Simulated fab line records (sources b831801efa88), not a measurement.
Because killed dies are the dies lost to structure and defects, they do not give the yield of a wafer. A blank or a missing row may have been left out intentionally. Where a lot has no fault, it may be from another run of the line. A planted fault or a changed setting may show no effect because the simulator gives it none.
What tool caused it? + flow gf180mcu + Sampling: 6 lots, 18 wafers, 3 of 602 route steps

WHAT EACH GAUGE READ, for each wafer
GF_V3_THK_MEAS_01.
| lot  | measured     | on            | V3_CVD_00_THK (nm) |
|------|--------------|---------------|--------------------|
| L176 | day 22 18:40 | film-metro-03 | 613 610 609        |
| L179 | day 23 20:13 | film-metro-03 | 599 590 597        |
| L181 | day 24 16:13 | film-metro-02 | 608 608 609        |
| L186 | day 26 09:34 | film-metro-02 | 492 487 482        |
| L190 | day 27 16:46 | film-metro-03 | 472 477 477        |
| L192 | day 28 03:39 | film-metro-01 | 599 601 606        |

TOOL THAT RAN EACH LOT (tool first, then ch and the chambers of the sampled wafers, then the start)
| lot  | GF_M3_STRIP_17                       | GF_V3_CVD_00                     |
|------|--------------------------------------|----------------------------------|
| L176 | plasma-asher-02 ch 0,1, day 22 18:02 | hdpcvd-02 ch 0,1,2, day 22 18:36 |
| L179 | plasma-asher-04 ch 0,1, day 23 19:36 | hdpcvd-01 ch 0,2, day 23 20:08   |
| L181 | plasma-asher-04 ch 0,1, day 24 15:36 | hdpcvd-02 ch 0,1, day 24 16:08   |
| L186 | plasma-asher-04 ch 0,1, day 26 08:55 | hdpcvd-02 ch 0,2, day 26 09:29   |
| L190 | plasma-asher-04 ch 0,1, day 27 16:09 | hdpcvd-02 ch 0,1,2, day 27 16:41 |
| L192 | plasma-asher-02 ch 0,1, day 28 03:02 | hdpcvd-01 ch 0,1,2, day 28 03:34 |
- GF_M3_STRIP_17: strips in O2/N2.
- GF_V3_CVD_00: deposits SiO2, target thk 600 nm, time 100 s.

THE ANSWER, worked out from the rows above alone
Rule: the lots themselves supply what counts as usual. Put in order of their means at a reading, lots are off if they are a third of the lots or fewer, leave a main group of 4 or more, and stand apart from it by a gap of 3 or more times the standard deviation of the main group's means; of several such gaps the widest counts. Not used: any main group whose means are identical at the precision the tables above print for the reading. Also off: a lot with no number at a reading for which 4 or more lots have one. The other lots that the step has rows for count as sound.
Off: at GF_V3_THK_MEAS_01 (V3_CVD_00_THK), L186, L190. For the main group the mean is 604 nm and the standard deviation 6.
A tool fits if, at a process step before that reading, it ran every lot that is off, and no sound lot after the first of them. Gauges at GF_V3_THK_MEAS_01: tried the same way as those tools. Can't be told from this: 2 tools fit, plasma-asher-04 at GF_M3_STRIP_17, hdpcvd-02 at GF_V3_CVD_00.

WHAT THE SIMULATOR PUT IN
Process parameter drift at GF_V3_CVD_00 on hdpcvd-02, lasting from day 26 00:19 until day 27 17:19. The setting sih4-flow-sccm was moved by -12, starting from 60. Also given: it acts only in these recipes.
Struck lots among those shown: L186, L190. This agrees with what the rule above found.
